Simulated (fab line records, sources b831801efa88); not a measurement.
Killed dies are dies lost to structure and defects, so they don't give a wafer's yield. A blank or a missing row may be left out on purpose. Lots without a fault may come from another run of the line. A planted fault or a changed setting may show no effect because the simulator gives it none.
A struck lot beside a sound one | flow sky130 | 19 steps out of a route of 708
Sound: wafers L557.1, L557.2, L557.5. Struck: wafer L565.6. (L565.4 of the same lot was not struck and is left out.) The cause comes at the end.
At each step with rows: each side's tool, then ch and its chambers, then its first start. Under that, the readings that differ: sound wafers | struck wafers | difference of the means | sigmas: that difference in standard deviations of wafers without a fault.
alike: readings whose means differ by less than 2 such deviations, and words and numbers that are the same on both sides. not compared: withheld readings, readings that some wafer has no value for, bounds like >300 that may hide the same value, and numbers for which the record gives no deviation and whose values overlap.
The two part at a step that has a row with sigmas, a row that says differs or no value, or rows on one side only. Numbers that don't overlap but have no deviation are shown without sigmas and don't part them. A reading that every wafer of one side lacks parts them only if that side has two wafers or more.

SKY_LI_CONTACT_THK_MEAS_23: measures by xrf.
  sound on film_metro-04, day 30 18:57; struck on film_metro-01, day 32 21:39
  alike: LI_CONTACT_W_THK
SKY_LI_CONTACT_CMP_24: polishes, stops on PSG, t overpolish 20 s, target thk 0 nm.
  sound on cmp-02 ch 0,1, day 30 19:01; struck on cmp-02 ch 3, day 32 21:50
  alike: motor_current_A, overpolish_run_s, platen_rpm, time_to_endpoint_s
SKY_LOCAL_INTERCONNECT_SPUTTER_00: material TiN, target thk 100 nm, time 83.3 s.
  sound on pvd_sputter-03, day 30 19:19; struck on pvd_sputter-03, day 32 21:59
  alike: throttle_valve_pct
SKY_LOCAL_INTERCONNECT_RS_MEAS_01: measures by four-point-probe.
  sound on film_metro-03, day 30 19:22; struck on film_metro-04, day 32 22:07
  alike: LOCAL_INTERCONNECT_TIN_RS
SKY_LOCAL_INTERCONNECT_THK_MEAS_02: measures by xrf.
  sound on film_metro-03, day 30 19:29; struck on film_metro-04, day 32 22:12
  alike: LOCAL_INTERCONNECT_TIN_THK
then, 7 steps without rows for these wafers: SKY_LOCAL_INTERCONNECT_DEHYDRATE_03 (time 60 s); SKY_LOCAL_INTERCONNECT_HMDS_04 (prime time 60 s); SKY_LOCAL_INTERCONNECT_COAT_05 (resist thk 60 nm); SKY_LOCAL_INTERCONNECT_COAT_06 (resist thk 450 nm); SKY_LOCAL_INTERCONNECT_SOFTBAKE_07 (time 90 s); SKY_LOCAL_INTERCONNECT_EXPOSE_08 (exposes mask LI1M, target cd 170 nm); SKY_LOCAL_INTERCONNECT_PEB_09.
SKY_LOCAL_INTERCONNECT_DEVELOP_10: develop time 60 s.
  sound on litho_track-02 ch 0, day 31 23:00; struck on litho_track-02 ch 0, day 34 00:00
SKY_LOCAL_INTERCONNECT_CD_MEAS_11: target cd 170 nm.
  sound on cd_sem-02, day 31 23:17; struck on cd_sem-02, day 34 00:14
  reading    | sound             | struck | difference | sigmas
  cd_nm (nm) | 167.4 168.5 168.9 | 181.2  | +12.9      | +9
SKY_LOCAL_INTERCONNECT_OVL_MEAS_12:
  sound on overlay-01, day 31 23:24; struck on overlay-02, day 34 00:19
  alike: LOCAL_INTERCONNECT_OVL
SKY_LOCAL_INTERCONNECT_ETCH_13: etches BARC in N2/H2, stops on SiO2, time 45.9 s, target depth 60 nm.
  sound on rie_metal-01 ch 1, day 31 23:26; struck on rie_metal-02 ch 1, day 34 00:22
  reading                             | sound                | struck | difference | sigmas
  drypump_motor_current_A (A)         | 5.4 5.4 5.3          | 6.7    | +1.3       | +2
  throttle_valve_pct (%)              | 13.224 13.217 13.215 | 13.246 | +0.027     | +3
  model.LOCAL_INTERCONNECT.cd_nm (nm) | 167.7 168.8 169      | 181.1  | +12.6      |
  alike: oes_product_au
  not compared: rf_hours_counter_h
SKY_LOCAL_INTERCONNECT_METAL_ETCH_14: etches TiN in Cl2/BCl3, stops on PSG, target depth 110 nm, time 31.4 s.
  sound on rie_metal-01 ch 1, day 31 23:34; struck on rie_metal-02 ch 1, day 34 00:25
  reading                             | sound             | struck | difference | sigmas
  drypump_motor_current_A (A)         | 5.4 5.3 5.3       | 6.7    | +1.4       | +3
  model.LOCAL_INTERCONNECT.cd_nm (nm) | 167.3 168.6 168.9 | 180    | +12        |
  alike: oes_product_au, throttle_valve_pct
  not compared: rf_hours_counter_h
SKY_LOCAL_INTERCONNECT_STRIP_15: strips in O2/N2.
  sound on plasma_asher-02 ch 0,1, day 31 23:40; struck on plasma_asher-03 ch 1, day 34 00:29
  alike: drypump_motor_current_A, oes_product_au, strip_time_to_endpoint_s
  not compared: rf_hours_counter_h
-- the record jumps here: 15 days lie between the struck wafers' starts before and after (it left off in module LOCAL_INTERCONNECT and takes up again in module PAD_OPEN, whose first step shown is number 708 of the route) --
SKY_PAD_OPEN_PROBE_99:
  sound on prober-01, day 47 02:58; struck on prober-01, day 48 17:01
  reading                        | sound             | struck | difference | sigmas
  model.etest.res_li.line_ohm_um | 76.72 75.96 75.38 | 71.07  | -4.95      |
  alike: killed_at_M0_to_M3, killed_at_M4_up, killed_at_contacts, killed_at_front_end, killed_at_other, killed_dies, killed_open, killed_short

WHERE THEY PART
First at SKY_LOCAL_INTERCONNECT_CD_MEAS_11; last, within this record, at SKY_LOCAL_INTERCONNECT_METAL_ETCH_14. Later steps at which nothing parts them and some readings are alike: SKY_LOCAL_INTERCONNECT_STRIP_15, SKY_PAD_OPEN_PROBE_99.

WHY: what the simulator had put in
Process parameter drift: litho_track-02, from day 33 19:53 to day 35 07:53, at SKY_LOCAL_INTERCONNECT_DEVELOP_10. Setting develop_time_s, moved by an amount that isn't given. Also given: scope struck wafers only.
